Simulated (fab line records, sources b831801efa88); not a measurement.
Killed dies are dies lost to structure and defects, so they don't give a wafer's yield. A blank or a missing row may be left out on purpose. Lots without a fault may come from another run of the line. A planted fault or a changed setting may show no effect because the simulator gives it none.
A struck lot beside a sound one | flow sky130 | 17 steps out of a route of 708
Sound: wafers L743.2, L743.4, L743.6. Struck: wafers L752.1, L752.3, L752.6. The cause comes at the end.
At each step with rows: each side's tool, then ch and its chambers, then its first start. Under that, the readings that differ: sound wafers | struck wafers | difference of the means | sigmas: that difference in standard deviations of wafers without a fault.
alike: readings whose means differ by less than 2 such deviations, and words and numbers that are the same on both sides. not compared: withheld readings, readings that some wafer has no value for, bounds like >300 that may hide the same value, and numbers for which the record gives no deviation and whose values overlap.
The two part at a step that has a row with sigmas, a row that says differs or no value, or rows on one side only. Numbers that don't overlap but have no deviation are shown without sigmas and don't part them. A reading that every wafer of one side lacks parts them only if that side has two wafers or more.

first, 1 step without rows for these wafers: SKY_VT_ADJUST_NCORE_IMPLANT_09.
SKY_VT_ADJUST_NCORE_STRIP_10: strips in O2/N2.
  sound on plasma_asher-01 ch 0,1, day 10 00:03; struck on plasma_asher-01 ch 0,1, day 12 18:38
  alike: drypump_motor_current_A, n2_flow_sccm, oes_product_au, strip_time_to_endpoint_s
  not compared: rf_hours_counter_h
SKY_VT_ADJUST_NCORE_TW_MEAS_11:
  sound on film_metro-01, day 10 00:10; struck on film_metro-02, day 12 18:44
  reading            | sound             | struck            | difference | sigmas
  VT_ADJUST_NCORE_TW | 216.8 216.5 217.6 | 220.8 220.4 219.3 | +3.2       | +2
then, 7 steps without rows for these wafers: SKY_VT_ADJUST_HVTR_DEHYDRATE_00 (time 60 s); SKY_VT_ADJUST_HVTR_HMDS_01 (prime time 60 s); SKY_VT_ADJUST_HVTR_COAT_02 (resist thk 1140 nm); SKY_VT_ADJUST_HVTR_SOFTBAKE_03 (time 60 s); SKY_VT_ADJUST_HVTR_EXPOSE_04 (exposes mask HVTRM, target cd 380 nm); SKY_VT_ADJUST_HVTR_PEB_05; SKY_VT_ADJUST_HVTR_DEVELOP_06 (develop time 60 s).
SKY_VT_ADJUST_HVTR_CD_MEAS_07: target cd 380 nm.
  sound on cd_sem-02, day 10 22:55; struck on cd_sem-01, day 13 19:47
  alike: cd_nm
SKY_VT_ADJUST_HVTR_OVL_MEAS_08:
  sound on overlay-02, day 10 23:01; struck on overlay-01, day 13 19:55
  alike: VT_ADJUST_HVTR_OVL
SKY_VT_ADJUST_HVTR_IMPLANT_09:
  sound on implanter-04 ch 0, day 10 23:04; struck on implanter-02 ch 0, day 13 19:57
  reading            | sound                            | struck                        | difference | sigmas
  dose_ions_cm2      | 2.0993e+12 2.1022e+12 2.0979e+12 | 8.847e+11 8.852e+11 8.882e+11 | -1.214e+12 | -99 or more
  faraday_current_uA | 11.61 12.26 11.54                | 4.86 5.02 4.99                | -6.85      | -27
SKY_VT_ADJUST_HVTR_STRIP_10: strips in O2/N2.
  sound on plasma_asher-03 ch 0,1, day 10 23:11; struck on plasma_asher-01 ch 0,1, day 13 20:06
  alike: drypump_motor_current_A, n2_flow_sccm, oes_product_au, strip_time_to_endpoint_s
  not compared: rf_hours_counter_h
SKY_VT_ADJUST_HVTR_TW_MEAS_11:
  sound on film_metro-03, day 10 23:18; struck on film_metro-04, day 13 20:12
  reading           | sound             | struck            | difference | sigmas
  VT_ADJUST_HVTR_TW | 210.0 210.4 210.0 | 168.0 168.1 168.5 | -41.9      | -17
then, 1 step without rows for these wafers: SKY_VT_ADJUST_PCH_DEHYDRATE_00 (time 60 s).
-- the record jumps here: 35 days lie between the struck wafers' starts before and after (it left off in module VT_ADJUST_PCH and takes up again in module PAD_OPEN, whose first step shown is number 708 of the route) --
SKY_PAD_OPEN_PROBE_99:
  sound on prober-02, day 46 22:55; struck on prober-02, day 49 04:16
  reading                                  | sound                   | struck                  | difference | sigmas
  model.etest.pfet_01v8_mvt.drive_ua_um    | 154.2 149.8 152.7       | 126.8 127.2 124.3       | -26.1      |
  model.etest.pfet_01v8_mvt.off_log10_a_um | -10.25 -10.36 -10.11    | -12.62 -12.65 -12.84    | -2.46      |
  model.etest.pfet_01v8_mvt.vt_sat_v (V)   | -0.535 -0.5535 -0.537   | -0.7467 -0.7455 -0.7501 | -0.2056    |
  model.etest.pfet_01v8_mvt.vt_v (V)       | -0.6222 -0.6359 -0.6212 | -0.8066 -0.8016 -0.8097 | -0.1795    |
  model.etest.pfet_01v8_mvt.vt_long_v (V)  | -0.8308 -0.8346 -0.8294 | -1 -0.9963 -0.9986      | +0         |
  alike: killed_at_M0_to_M3, killed_at_M4_up, killed_at_contacts, killed_at_front_end, killed_at_other, killed_dies, killed_open, killed_short

WHERE THEY PART
First at SKY_VT_ADJUST_NCORE_TW_MEAS_11; last, within this record, at SKY_VT_ADJUST_HVTR_TW_MEAS_11. Later steps at which nothing parts them and some readings are alike: SKY_PAD_OPEN_PROBE_99.

WHY: what the simulator had put in
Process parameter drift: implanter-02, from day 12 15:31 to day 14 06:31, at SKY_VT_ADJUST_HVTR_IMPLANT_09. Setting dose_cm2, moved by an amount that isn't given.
